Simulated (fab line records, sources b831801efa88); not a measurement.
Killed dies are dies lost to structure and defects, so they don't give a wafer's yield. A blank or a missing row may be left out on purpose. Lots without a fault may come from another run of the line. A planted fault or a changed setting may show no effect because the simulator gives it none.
Which tool did it? | flow gf180mcu | 7 lots, 18 wafers sampled, at 3 steps of a route of 602

WHAT THE GAUGES READ, wafer by wafer
GF_POLY_GATE_CD_MEAS_10: target cd 280 nm.
lot  | measured     | on        | cd_nm (nm)
L449 | day 10 06:08 | cd_sem-01 | 280.5 281.0
L451 | day 10 22:26 | cd_sem-02 | 281.8 280.9 281.9
L453 | day 11 12:32 | cd_sem-02 | 233.9 279.8
L455 | day 12 19:44 | cd_sem-02 | 232.1 279.6
L464 | day 14 18:38 | cd_sem-02 | 278.2 278.6 277.9
L466 | day 15 09:34 | cd_sem-01 | 278.1 277.9 277.5
L468 | day 15 23:43 | cd_sem-02 | 279.1 280.0 279.9

WHICH TOOL RAN EACH LOT (tool, then ch and the chambers of the sampled wafers, then the start)
lot  | GF_VT_IMPLANT_STRIP_42               | GF_POLY_GATE_EXPOSE_07
L449 | plasma_asher-03 ch 0,1, day 8 13:50  | krf_scanner-02 ch 0, day 9 21:29
L451 | plasma_asher-02 ch 0,1, day 9 05:10  | krf_scanner-01 ch 0, day 10 13:02
L453 | plasma_asher-03 ch 0,1, day 9 18:01  | krf_scanner-02 ch 0, day 11 03:23
L455 | plasma_asher-03 ch 0,1, day 10 16:19 | krf_scanner-02 ch 0, day 12 10:44
L464 | plasma_asher-01 ch 0,1, day 12 19:37 | krf_scanner-01 ch 0, day 14 08:40
L466 | plasma_asher-01 ch 1, day 13 10:01   | krf_scanner-01 ch 0, day 14 23:05
L468 | plasma_asher-03 ch 0,1, day 13 20:59 | krf_scanner-02 ch 0, day 15 12:37
- GF_VT_IMPLANT_STRIP_42: strips in O2/N2.
- GF_POLY_GATE_EXPOSE_07: exposes mask Poly2, target cd 280 nm.

THE ANSWER, worked out from the rows above alone
Rule: what is usual is taken from the lots themselves. Put in order of their means at a reading, lots are off if they are a third of the lots or fewer, leave a main group of 4 or more, and stand apart from it by a gap of 3 or more times the standard deviation of the main group's means; of several such gaps the widest counts. A main group whose means are all the same, to the digits that the tables above print for the reading, isn't used. A lot without any number at a reading at which 4 lots or more have one is off too. The other lots that the step has rows for count as sound.
Off: L453, L455, at GF_POLY_GATE_CD_MEAS_10 (cd_nm). The main group: mean 279.6 nm, standard deviation 1.4.
A tool fits if, at a process step before that reading, it ran every lot that is off, and no sound lot after the first of them. The gauges at GF_POLY_GATE_CD_MEAS_10 are tried like those tools. None of those tried fits.

WHAT THE SIMULATOR HAD PUT IN
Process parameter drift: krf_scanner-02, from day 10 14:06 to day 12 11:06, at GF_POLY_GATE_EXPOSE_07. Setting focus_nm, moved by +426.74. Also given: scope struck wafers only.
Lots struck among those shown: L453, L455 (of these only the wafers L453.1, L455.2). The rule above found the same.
